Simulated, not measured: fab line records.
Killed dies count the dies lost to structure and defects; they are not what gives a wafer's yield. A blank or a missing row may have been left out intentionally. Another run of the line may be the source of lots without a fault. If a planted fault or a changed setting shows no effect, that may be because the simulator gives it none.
Problem report in the 8D (eight disciplines) form, filled by code ; flow gf180mcu ; the parts of the form that need people (team, actions taken, sign-off) are left out

1. WHAT WENT WRONG
Mean MIM_ALCU_RS at GF_MIM_RS_MEAS_10: 0.2173 ohm/sq over 3 wafers in 2 lots; fault-free wafers: 0.1614 ohm/sq, standard deviation 0.0019. Measured from the usual mean, that is +29 standard deviations.
The step: measures by four-point-probe.
Seen first at day 28 00:41 on film-metro-01, wafer L120.6. At this step, 30 wafers from 10 lots have a number in the record. By rule, "out" or "out of limits" means more than 4 standard deviations away from the usual mean. Any other wafer with a number is counted as sound.

2. WHAT IT IS, WHAT IT ISN'T
question;is;is not
which readings at this step;MIM_ALCU_RS;-
which lots;L120, L122;L109, L111, L113, L124, L126, L127, L130, L132
which wafers of those lots;L120.6, L122.4, L122.6;L120.1, L120.2, L122.3
read on which gauges;film-metro-01;film-metro-02, film-metro-03
when;from day 28 00:41;"up to then (11 sound wafers); but 16 sound wafers of L122, L124, L126, L127, L130, L132 came after"

3. THE SUSPECTS, EACH WITH WHAT RULES IT OUT
Counting: any tool at a process step up to the reading remains a suspect provided it ran every lot that is out. Sound lots after the first of them don't rule it out here, since some wafers of a struck lot are sound.
- ruled out: the gauge at GF_MIM_RS_MEAS_10. All the wafers that are out were read on film-metro-01, but those of them that GF_MIM_METAL_ETCH_19 has rows for are out there too, on other tools.
- pvd-sputter-03 at GF_MIM_SPUTTER_08 (material AlCu, target thk 200 nm, time 10.6 s): kept. Ran every lot that is out, first one L120 (day 28 00:38); last sound lot up to then L111 (day 25 02:42).
The count leaves pvd-sputter-03 at GF_MIM_SPUTTER_08.

4. THE CAUSE (what the simulator had put in)
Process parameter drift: pvd-sputter-03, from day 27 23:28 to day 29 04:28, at GF_MIM_SPUTTER_08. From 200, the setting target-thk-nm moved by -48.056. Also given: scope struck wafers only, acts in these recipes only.
Only this tool survived the counting.

5. THE EFFECT CHAIN, in route order
Each row: a reading where the mean over the struck wafers with a number is more than 3 standard deviations away from the usual. Only readings whose record carries a usual standard deviation are examined. hours: median over the lots of the time between each lot's start at the first step of this table that gives one and its start at this step. sigmas: the change, counted in usual standard deviations.
hours;step;reading;usual;on struck wafers;change;sigmas
0;GF_MIM_RS_MEAS_10;MIM_ALCU_RS;0.1614 ohm/sq;0.2173;+0.0559;+29
0;GF_MIM_THK_MEAS_11;MIM_ALCU_THK;196.2 nm;148.2;-48.0;-19
19;GF_MIM_METAL_ETCH_19;oes-product-au;0.938 a.u.;0.848;-0.090;-15
19;GF_MIM_METAL_ETCH_19;throttle-valve-pct;28.288 %;28.389;+0.101;+10
It contains these process steps:
- GF_MIM_METAL_ETCH_19: etches the open film in Cl2/BCl3, stops on Si3N4, target depth 324.5 nm, time 54.1 s.
Later measuring or inspecting steps at which every struck wafer that the step has a row for has a number for every such reading, and none has moved that far: GF_M5_OVL_MEAS_08.

6. WHAT WOULD HAVE CAUGHT IT SOONER
In this record the first reading out of limits at a measuring or inspecting step was taken at day 28 00:41, 1 hour after the fault began at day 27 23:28.
Of the tool readings at GF_MIM_SPUTTER_08 for which the record gives a usual standard deviation, none was out on any struck wafer, so an alarm limit of 4 standard deviations on them would not have fired.
Lots out: 2; of these, L122 started GF_MIM_SPUTTER_08 on pvd-sputter-03 after day 28 00:41. Holding the tool at that time would have saved it.
